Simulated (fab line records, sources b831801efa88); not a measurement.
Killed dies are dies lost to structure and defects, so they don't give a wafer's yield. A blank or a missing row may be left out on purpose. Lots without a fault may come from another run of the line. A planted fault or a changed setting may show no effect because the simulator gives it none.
One fault seen from 2 desks | flow gf180mcu | each desk has only its own numbers; what lay behind them comes last

THE METROLOGY DESK
What the gauges read, lot by lot, whatever tool the lot ran on: means of the sampled wafers that have a number. A lot is out of limits, marked OUT, if its mean lies more than 4 standard deviations from the usual mean; the brackets give that distance.
Columns: A = MVPSD_TW at GF_MVPSD_TW_MEAS_11, usual 551.3; B = MVPSD_RS at GF_VT_IMPLANT_RS_MEAS_49, usual 1167.0 ohm/sq; C = V1_W_THK at GF_V1_THK_MEAS_25, usual 358 nm
lot  | first seen here | A               | B                | C
L223 | day 5 03:13     | 548.0           | 1168.2           | 353
L224 | day 5 08:35     | 552.4           | 1165.3           | 363
L225 | day 5 13:02     | 552.1           | 1169.3           | 354
L226 | day 5 19:38     | 556.6           | 1164.0           | 357
L227 | day 6 05:48     | 553.5           | 1171.0           | 359
L229 | day 6 18:34     | 548.2           | 1168.1           | 356
L230 | day 7 00:18     | 550.8           | 1160.5           | 354
L238 | day 8 19:40     | 608.6 (+19) OUT | 1344.6 (+63) OUT | 356
L239 | day 9 02:43     | 606.3 (+18) OUT | 1346.0 (+64) OUT | 354
L243 | day 10 00:58    | 549.2           | 1166.5           | 358
L244 | day 10 05:35    | 551.4           | 1168.5           | 355
L245 | day 10 14:23    | 547.4           | 1168.3           | 359
This desk's finding: out of limits on L238, L239; first on L238, day 8 19:40 (MVPSD_TW at GF_MVPSD_TW_MEAS_11). In limits: L223, L224, L225, L226, L227, L229, L230, L243, L244, L245.

THE TOOL OWNER'S DESK: implanter-04
The tool's own readings at GF_MVPSD_IMPLANT_08: means of the sampled wafers that have a number, for each lot that ran on this tool. A lot is out of limits, marked OUT, if its mean lies more than 4 standard deviations from the usual mean; the brackets give that distance.
Columns: A = tilt_deg at GF_MVPSD_IMPLANT_08, usual 0.001 degrees
lot  | first seen here | A
L224 | day 5 08:11     | -0.026
L227 | day 6 05:24     | -0.006
L238 | day 8 19:18     | 4.234 (+99 or more) OUT
L239 | day 9 02:19     | 4.261 (+99 or more) OUT
This desk's finding: out of limits on L238, L239; first on L238, day 8 19:18 (tilt_deg at GF_MVPSD_IMPLANT_08). In limits: L224, L227.

PUT TOGETHER
The tool owner's desk could have raised an alarm at day 8 19:18, on L238, L239.
The metrology desk could have raised an alarm at day 8 19:40, on L238, L239.
Of the lots named, all ran GF_MVPSD_IMPLANT_08 on implanter-04.

WHAT THE SIMULATOR HAD PUT IN
Process parameter drift: implanter-04, from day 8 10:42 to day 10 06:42, at GF_MVPSD_IMPLANT_08. Setting tilt_deg, moved by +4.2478, from 0. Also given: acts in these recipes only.
Lots struck among those shown: L238, L239.
Hours from the fault's start to each desk's first reading out of limits: the tool owner's desk, 9; the metrology desk, 9.
